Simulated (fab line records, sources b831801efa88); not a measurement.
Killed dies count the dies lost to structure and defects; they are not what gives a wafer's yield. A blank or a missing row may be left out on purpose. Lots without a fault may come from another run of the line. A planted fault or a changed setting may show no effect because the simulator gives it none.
Chamber matching    flow sfqLine    4 sister chambers for SFQ_TRILAYER_A5B_CMP_CMP_130 on cmp-01
The step polishes, stops on Nb, target thk 340.7 nm. 8 wafers are shown with their chamber, then 7 later ones without.

## WAFERS PAIRED WITH THEIR CHAMBERS
wafer   chamber  motorCurrentA (A)
L667.4  2        10.3
L669.5  1        9.0
L669.6  0        8.3
L672.3  0        8.1
L672.4  3        10.2
L672.6  2        9.8
L678.4  1        8.8
L678.5  3        9.6

## WAFERS WITH NO CHAMBER GIVEN
wafer   motorCurrentA (A)
L678.6  8.0
L681.1  8.8
L681.5  9.3
L681.6  9.7
L683.2  9.7
L683.4  8.7
L683.5  7.9

## EACH ONE'S CHAMBER
wafer   from the rows above           in truth
L678.6  0                             0
L681.1  can't be placed: 1 or 0       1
L681.5  can't be placed: 1 or 3 or 2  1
L681.6  can't be placed: 3 or 2       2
L683.2  can't be placed: 3 or 2       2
L683.4  can't be placed: 1 or 0       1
L683.5  0                             0
Placed correctly: 2 of 7. Unplaceable from these rows: 5, with the true chamber sitting among the candidates in 5. Number placed wrongly: 0.
How it was worked out, from the rows above alone: a wafer's distance from a chamber is the root of the sum, over the readings, of the square of ((its reading less the chamber's mean) divided by the reading's scatter). The wafer belongs to the nearest chamber; if the next one is less than 2 further off, it can't be placed. For every chamber, the mean is computed from those of its wafers that are shown. How the scatter is found: for the shown wafers, subtract from each reading the mean of its chamber, square and add these, divide the total by (wafers less chambers), then take the root.
